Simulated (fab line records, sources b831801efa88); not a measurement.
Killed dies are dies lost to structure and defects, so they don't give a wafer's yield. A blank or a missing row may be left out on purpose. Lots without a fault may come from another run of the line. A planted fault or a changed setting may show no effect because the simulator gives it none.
fab line records | flow gf180mcu
record lots=13 wafers=39 last_day=34
route steps=602 shown MVSD@70 VT_IMPLANT@110 HV_LDD@183
lots that met no fault: from a run of the same line without faults
start_h: hours from the record's first day to the start of the lot's first wafer shown | wait_h: hours since the lot's step before | " the same as in the row above | L1.1+2: a row that stands for several wafers | - no value, or no start given | * or withheld: withheld | < > ~ a bound
route shown NAME@n: a module of which the file shows steps, and the number in the route of the first | usual: mean/standard deviation of fault-free wafers | same: alike in all rows | chamber/n: place in a boat | sites: the reading at each site | _std_site: their standard deviation | _edge_site: outer sites' mean less inner sites' | radius_mm: how far each site lies from the wafer's centre | mask NAME#n: copy n | behind: the tool/chamber that last shaped the wafer | hold: why the lot was held/for how many hours/how that ended | device: the transistor (n, p or np) that didn't switch | end of line: the same wafers' tests at the end of the route | a step without rows: its recipe alone | killed: dies lost to structure and defects at the first sort, not the wafer's yield | map: a wafer's dies, x killed, . not, _ none there
set.NAME: the setting as run; set.NAME@STEP: as run at that earlier step | model.NAME: the simulator's own value behind a step, which no gauge read
steps of the route over a sample of lots; a table a step, a row a wafer
services: from which hour (start_h, from the record's first day; less than 0 if before it) a tool's chamber was out of use, for how many hours, and why
## steps
# step GF_MVSD_EXPOSE_04
# recipe mask_id=MVSD target_cd_nm=1000 na=0.6 source_shape=conventional sigma_outer=0.6 dose_mj=260
# columns lot.wafer tool chamber start_h wait_h mask
L991.1+2+3 iline_stepper-01 0 86.23 - MVSD#0
L992.1+3+5 iline_stepper-02 0 93.22 - MVSD#0
L993.2+5+6 iline_stepper-02 0 101.20 - MVSD#0
L994.4+5+6 iline_stepper-01 0 114.12 - MVSD#0
L995.3+5+6 iline_stepper-01 0 114.45 - MVSD#0
L996.1+2+6 iline_stepper-01 0 115.00 - MVSD#0
L997.1+3+5 iline_stepper-01 0 125.78 - MVSD_R1#0
L998.2+3+5 iline_stepper-02 0 128.56 - MVSD#0
L999.1+2+5 iline_stepper-02 0 130.35 - MVSD#0
L104.1+3+6 iline_stepper-01 0 170.79 - MVSD#0
L106.1+2+4 iline_stepper-01 0 181.40 - MVSD#0
L109.3+5+6 iline_stepper-01 0 188.90 - MVSD#0
L112.1+5+6 iline_stepper-02 0 209.23 - MVSD#0
# step GF_VT_IMPLANT_STRIP_20
# recipe chemistry=O2/N2 power_w=1400 pressure_mtorr=1500 platen_temp_c=250 o2_flow_sccm=3000 n2_flow_sccm=300 overash_fraction=0.5
# usual drypump_motor_current_A=5.60/0.25 heater_power_w=336/23 oes_product_au=0.716/0.0047 platen_temp_c=250.02/0.16 strip_time_to_endpoint_s=12.63/0.042
# columns lot.wafer tool chamber start_h wait_h drypump_motor_current_A heater_power_w oes_product_au platen_temp_c rf_hours_counter_h strip_time_to_endpoint_s
L991.1 plasma_asher-01 1 133.40 0.1 5.91 325 0.716 249.95 47 12.65
L991.2 " 0 " " 5.25 308 0.716 250.24 47 12.64
L991.3 " 1 " " 5.90 330 0.712 249.90 - 12.64
L992.1 plasma_asher-01 0 147.01 0.1 5.25 315 0.716 249.86 48 12.62
L992.3 " 0 " " 5.25 317 0.725 249.88 - 12.59
L992.5 " 1 " " 5.92 328 0.719 250.03 - 12.66
L993.2 plasma_asher-03 0 150.94 0.1 5.53 329 0.716 250.09 4 12.56
L993.5 " 0 " " 5.52 324 0.712 250.16 - 12.61
L993.6 " 1 " " 5.88 370 0.725 249.62 - 12.57
L994.4 plasma_asher-04 1 165.42 0.1 5.41 336 0.709 250.01 - 12.60
L994.5 " 0 " " 5.38 321 0.714 250.20 - 12.60
L994.6 " 1 " " 5.42 334 0.718 249.95 - 12.63
L995.3 plasma_asher-04 1 165.94 0.1 5.49 323 0.715 250.21 - 12.62
L995.5 " 0 " " 5.36 323 0.716 250.16 - 12.63
L995.6 " 1 " " 5.46 334 0.724 250.19 - 12.62
L996.1 plasma_asher-01 1 166.50 0.1 5.95 328 0.717 250.09 51 12.61
L996.2 " 0 " " 5.24 317 0.712 249.90 51 12.62
L996.6 " 0 " " 5.25 316 0.718 249.95 - 12.67
L997.1 plasma_asher-04 0 180.30 0.1 5.39 319 0.711 249.97 39 12.69
L997.3 " 1 " " 5.44 331 0.722 249.90 - 12.69
L997.5 " 1 " " 5.45 337 0.712 250.04 - 12.65
L998.2 plasma_asher-03 1 184.84 0.1 5.89 376 0.712 250.30 7 12.60
L998.3 " 0 " " 5.52 322 0.728 249.99 - 12.59
L998.5 " 0 " " 5.52 326 0.719 249.81 - 12.64
L999.1 plasma_asher-03 1 185.74 0.1 5.90 367 0.714 250.09 7 12.68
L999.2 " 0 " " 5.52 330 0.717 250.06 7 12.62
L999.5 " 1 " " 5.89 381 0.717 249.82 - 12.68
L104.1 plasma_asher-01 1 230.85 0.1 5.92 331 0.714 250.05 58 12.58
L104.3 " 0 " " 5.26 320 0.722 249.94 - 12.57
L104.6 " 0 " " 5.26 304 0.713 249.79 - 12.57
L106.1 plasma_asher-03 0 244.11 0.1 5.48 322 0.723 249.93 14 12.60
L106.2 " 1 " " 5.88 377 0.722 249.52 14 12.62
L106.4 " 0 " " 5.52 335 0.714 249.89 - 12.57
L109.3 plasma_asher-01 1 251.74 0.1 5.95 327 0.716 250.10 - 12.59
L109.5 " 1 " " 5.89 331 0.720 250.16 - 12.60
L109.6 " 0 " " 5.25 311 0.709 250.04 - 12.55
L112.1 plasma_asher-03 0 273.86 0.1 5.52 322 0.722 249.73 17 12.64
L112.5 " 0 " " 5.51 327 0.713 249.97 - 12.64
L112.6 " 1 " " 5.90 370 0.719 249.84 - 12.65
# step GF_VT_IMPLANT_RTA_45
# recipe temp_c=1050 time_s=30 ambient=N2
# usual lamp_power_pct=37.4/0.56 wafer_temp_C_max=1054.7/1.2
# columns lot.wafer tool chamber start_h wait_h lamp_power_pct wafer_temp_C_max
L991.1 rtp_anneal-02 0 164.46 0.0 36.8 1054.8
L991.2 " 0 " " 36.8 1054.9
L991.3 " 0 " " 36.8 1056.0
L992.1 rtp_anneal-01 0 177.87 0.0 37.9 1054.2
L992.3 " 0 " " 37.9 1053.6
L992.5 " 0 " " 37.9 1053.4
L993.2 rtp_anneal-01 0 183.74 0.0 37.9 1054.3
L993.5 " 0 " " 38.0 1054.3
L993.6 " 0 " " 37.9 1054.2
L994.4 rtp_anneal-02 0 199.83 0.1 36.8 1056.8
L994.5 " 0 " " 36.8 1055.8
L994.6 " 0 " " 36.7 1055.4
L995.3 rtp_anneal-01 0 200.33 0.0 37.9 1053.9
L995.5 " 0 " " 38.0 1053.4
L995.6 " 0 " " 37.9 1053.7
L996.1 rtp_anneal-02 0 200.37 0.0 36.8 1055.1
L996.2 " 0 " " 36.8 1056.3
L996.6 " 0 " " 36.8 1054.4
L997.1 rtp_anneal-02 0 215.08 0.0 36.8 1053.6
L997.3 " 0 " " 36.8 1054.9
L997.5 " 0 " " 36.8 1055.6
L998.2 rtp_anneal-01 0 220.69 0.0 37.9 1053.3
L998.3 " 0 " " 37.9 1054.0
L998.5 " 0 " " 37.9 1054.9
L999.1 rtp_anneal-02 0 221.40 0.0 36.8 1054.7
L999.2 " 0 " " 36.8 1056.0
L999.5 " 0 " " 36.8 1054.8
L104.1 rtp_anneal-02 0 269.57 0.0 36.8 1054.6
L104.3 " 0 " " 36.8 1056.3
L104.6 " 0 " " 36.8 1055.1
L106.1 rtp_anneal-02 0 282.55 0.0 36.8 1056.5
L106.2 " 0 " " 36.8 1056.1
L106.4 " 0 " " 36.8 1055.6
L109.3 rtp_anneal-02 0 290.73 0.0 36.8 1056.3
L109.5 " 0 " " 36.8 1055.2
L109.6 " 0 " " 36.8 1054.5
L112.1 rtp_anneal-01 0 314.62 0.0 38.0 1053.8
L112.5 " 0 " " 37.9 1054.1
L112.6 " 0 " " 37.9 1053.7
# step GF_HV_LDD_CD_MEAS_07
# recipe target_cd_nm=400
# usual cd_nm=400.1/2.8
# columns lot.wafer tool chamber start_h wait_h cd_nm
L991.1 cd_sem-01 - 224.08 0.1 403.2
L991.2 " - " " 405.8
L991.3 " - " " 403.1
L992.1 cd_sem-01 - 237.40 0.1 397.1
L992.3 " - " " 395.5
L992.5 " - " " 398.8
L993.2 cd_sem-02 - 244.27 0.1 399.3
L993.5 " - " " 396.8
L993.6 " - " " 398.8
L996.1 cd_sem-02 - 265.75 0.1 400.2
L996.2 " - " " 400.1
L996.6 " - " " 400.4
L994.4 cd_sem-02 - 266.43 0.1 402.7
L994.5 " - " " 402.4
L994.6 " - " " 401.1
L995.3 cd_sem-02 - 266.71 0.1 395.3
L995.5 " - " " 396.9
L995.6 " - " " 397.6
L997.1 cd_sem-02 - 274.45 0.1 397.7
L997.3 " - " " 399.2
L997.5 " - " " 397.8
L998.2 cd_sem-01 - 287.29 0.1 397.1
L998.3 " - " " 400.0
L998.5 " - " " 397.2
L999.1 cd_sem-01 - 287.39 0.2 400.5
L999.2 " - " " 400.7
L999.5 " - " " 400.6
L104.1 cd_sem-02 - 338.17 0.1 397.2
L104.3 " - " " 397.0
L104.6 " - " " 397.1
L106.1 cd_sem-02 - 350.34 0.1 403.3
L106.2 " - " " 400.2
L106.4 " - " " 400.3
L109.3 cd_sem-02 - 363.83 0.1 398.0
L109.5 " - " " 399.0
L109.6 " - " " 397.6
L112.1 cd_sem-01 - 391.57 0.1 405.0
L112.5 " - " " 404.7
L112.6 " - " " 403.5
## services
# columns tool chamber start_h hours kind
plasma_asher-03 - 95.90 5.1 repair
plasma_asher-01 - 101.53 3.5 repair
iline_stepper-02 - 104.27 12.4 repair
iline_stepper-01 - 105.43 6.8 repair
plasma_asher-03 - 108.75 9.0 pm
plasma_asher-03 0 108.75 9.0 vent_cycle
plasma_asher-03 1 108.75 9.0 vent_cycle
plasma_asher-01 - 110.18 9.5 repair
plasma_asher-03 0 117.75 - clean
plasma_asher-03 1 117.75 - clean
iline_stepper-01 - 126.58 4.4 pm
iline_stepper-01 - 161.43 4.1 repair
iline_stepper-02 - 165.56 1.7 pm
plasma_asher-04 - 191.48 7.8 repair
iline_stepper-01 - 256.33 1.7 pm
iline_stepper-02 - 287.61 4.5 repair
## key
first_sign step=GF_MVSD_EXPOSE_04 reading=mask direction=changed
effect none on later readings
met_at GF_MVSD_EXPOSE_04
struck_lots L997
sort_left_out L997.1,L997.3,L997.5
tester_left_out L997
not_acting_at GF_VT_IMPLANT_STRIP_20,GF_VT_IMPLANT_RTA_45,GF_HV_LDD_CD_MEAS_07
onset_between 115.00 125.78
fault kind=wrong_mask tool=any chamber=- onset_h=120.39 steps=GF_MVSD_EXPOSE_04 aux_copy=MVSD_R1#0 cd_offset_nm=-200 scope=struck_lots_only
# tester_left_out: of these lots the tester's yield and bins aren't shown, on N5 and GAA mostly nor the transistor test; their killed dies are dies lost to structure and defects alone, not to doping, threshold or leakage, so they don't give the yield
# sort_left_out: the simulated sort isn't trusted on such a fault, so these wafers' sort isn't shown, and their yield isn't known
